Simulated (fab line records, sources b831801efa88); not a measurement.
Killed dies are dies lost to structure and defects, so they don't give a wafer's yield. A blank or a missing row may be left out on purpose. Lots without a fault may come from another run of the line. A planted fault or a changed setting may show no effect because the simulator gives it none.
Which tool did it? | flow sky130 | 11 lots, 33 wafers sampled, at 4 steps of a route of 708

WHAT THE GAUGES READ, wafer by wafer
SKY_SD_N_RS_MEAS_16: measures by four-point-probe.
lot  | measured     | on            | SD_N_RS (ohm/sq)
L448 | day 29 08:29 | film_metro-02 | 68.50 68.65 68.55
L449 | day 29 11:54 | film_metro-03 | 68.29 68.29 68.36
L451 | day 29 23:10 | film_metro-02 | 68.40 68.60 68.58
L452 | day 30 08:01 | film_metro-01 | 68.70 68.52 68.67
L456 | day 31 15:55 | film_metro-02 | 68.45 68.67 68.56
L463 | day 34 02:33 | film_metro-03 | 68.45 68.54 68.59
L464 | day 34 06:43 | film_metro-03 | 68.33 68.54 68.28
L466 | day 34 23:02 | film_metro-02 | 68.58 68.53 68.69
L468 | day 35 06:50 | film_metro-01 | 68.55 68.61 68.65
L470 | day 35 18:04 | film_metro-01 | 68.45 68.61 68.48
L471 | day 36 03:25 | film_metro-03 | 68.36 68.34 68.50

SKY_LI_CONTACT_THK_MEAS_01.
lot  | measured     | on            | LI_CONTACT_HDPCVD_THK (nm)
L448 | day 29 08:57 | film_metro-03 | 942 944 938
L449 | day 29 12:22 | film_metro-03 | 919 913 904
L451 | day 29 23:38 | film_metro-03 | 922 937 928
L452 | day 30 08:30 | film_metro-03 | 899 913 910
L456 | day 31 16:23 | film_metro-03 | 918 922 926
L463 | day 34 03:02 | film_metro-03 | 1372 930 904
L464 | day 34 07:10 | film_metro-01 | 917 1378 917
L466 | day 34 23:31 | film_metro-01 | 940 949 953
L468 | day 35 07:19 | film_metro-01 | 941 926 943
L470 | day 35 18:32 | film_metro-02 | 950 935 943
L471 | day 36 03:53 | film_metro-02 | 953 943 944

WHICH TOOL RAN EACH LOT (tool, then ch and the chambers of the sampled wafers, then the start)
lot  | SKY_SD_N_STRIP_11                    | SKY_LI_CONTACT_HDPCVD_00
L448 | plasma_asher-01 ch 0,1, day 29 08:05 | hdpcvd-02 ch 1,2, day 29 08:50
L449 | plasma_asher-01 ch 0,1, day 29 11:31 | hdpcvd-01 ch 0,2, day 29 12:14
L451 | plasma_asher-01 ch 0,1, day 29 22:47 | hdpcvd-02 ch 0,1,2, day 29 23:32
L452 | plasma_asher-03 ch 0,1, day 30 07:38 | hdpcvd-01 ch 0,1,2, day 30 08:24
L456 | plasma_asher-03 ch 0,1, day 31 15:32 | hdpcvd-02 ch 0,1, day 31 16:17
L463 | plasma_asher-03 ch 0,1, day 34 02:05 | hdpcvd-01 ch 0,1,2, day 34 02:56
L464 | plasma_asher-03 ch 0,1, day 34 06:19 | hdpcvd-01 ch 0,1, day 34 07:03
L466 | plasma_asher-04 ch 0,1, day 34 22:38 | hdpcvd-02 ch 0,1,2, day 34 23:24
L468 | plasma_asher-04 ch 0,1, day 35 06:26 | hdpcvd-02 ch 1,2, day 35 07:11
L470 | plasma_asher-01 ch 0,1, day 35 17:41 | hdpcvd-02 ch 1,2, day 35 18:26
L471 | plasma_asher-01 ch 0,1, day 36 03:02 | hdpcvd-02 ch 1,2, day 36 03:47
- SKY_SD_N_STRIP_11: strips in O2/N2.
- SKY_LI_CONTACT_HDPCVD_00: deposits PSG, target thk 930 nm, time 155 s.

WHAT THE TOOLS THEMSELVES READ (means of the sampled wafers that have a number; where no wafer has one, the mark that the record gives instead)
SKY_SD_N_STRIP_11.
lot  | tool            | chamber_pressure_mTorr (mTorr) | drypump_motor_current_A (A) | oes_product_au (a.u.) | strip_time_to_endpoint_s (s)
L448 | plasma_asher-01 | 1500.0                         | 5.3                         | 0.528                 | 22.54
L449 | plasma_asher-01 | 1499.3                         | 5.4                         | 0.521                 | 22.53
L451 | plasma_asher-01 | 1500.0                         | 5.3                         | 0.528                 | 22.54
L452 | plasma_asher-03 | 1500.4                         | 6.5                         | 0.527                 | 22.54
L456 | plasma_asher-03 | 1500.7                         | 6.5                         | 0.528                 | 22.56
L463 | plasma_asher-03 | 1500.1                         | 6.2                         | 0.526                 | 22.58
L464 | plasma_asher-03 | 1500.3                         | 6.2                         | 0.527                 | 22.51
L466 | plasma_asher-04 | 1499.9                         | 6.4                         | 0.526                 | 22.58
L468 | plasma_asher-04 | 1499.6                         | 6.4                         | 0.531                 | 22.53
L470 | plasma_asher-01 | 1501.3                         | 5.4                         | 0.525                 | 22.54
L471 | plasma_asher-01 | 1499.9                         | 5.2                         | 0.528                 | 22.54

SKY_LI_CONTACT_HDPCVD_00.
lot  | tool      | run_length_s (s)
L448 | hdpcvd-02 | 183.9
L449 | hdpcvd-01 | 182.8
L451 | hdpcvd-02 | 183.5
L452 | hdpcvd-01 | 182.5
L456 | hdpcvd-02 | 183.7
L463 | hdpcvd-01 | 207.1
L464 | hdpcvd-01 | 207.6
L466 | hdpcvd-02 | 183.6
L468 | hdpcvd-02 | 183.9
L470 | hdpcvd-02 | 184.0
L471 | hdpcvd-02 | 184.1

THE ANSWER, worked out from the rows above alone
Rule: what is usual is taken from the lots themselves. Put in order of their means at a reading, lots are off if they are a third of the lots or fewer, leave a main group of 4 or more, and stand apart from it by a gap of 3 or more times the standard deviation of the main group's means; of several such gaps the widest counts. A main group whose means are all the same, to the digits that the tables above print for the reading, isn't used. A lot without any number at a reading at which 4 lots or more have one is off too. The other lots that the step has rows for count as sound. The gauges are gone through in route order, then the tools' own readings, and for those a lot's mean is taken as printed above. The first step at which some lot is off is used, and at that step the reading that is off furthest; a lot without a number counts as furthest.
Off: L463, L464, at SKY_LI_CONTACT_THK_MEAS_01 (LI_CONTACT_HDPCVD_THK). The main group: mean 932 nm, standard deviation 14.
A tool fits if, at a process step before that reading, it ran every lot that is off, and no sound lot after the first of them. The gauges at SKY_LI_CONTACT_THK_MEAS_01 aren't tried: what is off there is off at SKY_LI_CONTACT_HDPCVD_00 too, on other tools, and a gauge's error can't cause that. Can't be told from this: 2 tools fit, plasma_asher-03 at SKY_SD_N_STRIP_11, hdpcvd-01 at SKY_LI_CONTACT_HDPCVD_00.

WHAT THE SIMULATOR HAD PUT IN
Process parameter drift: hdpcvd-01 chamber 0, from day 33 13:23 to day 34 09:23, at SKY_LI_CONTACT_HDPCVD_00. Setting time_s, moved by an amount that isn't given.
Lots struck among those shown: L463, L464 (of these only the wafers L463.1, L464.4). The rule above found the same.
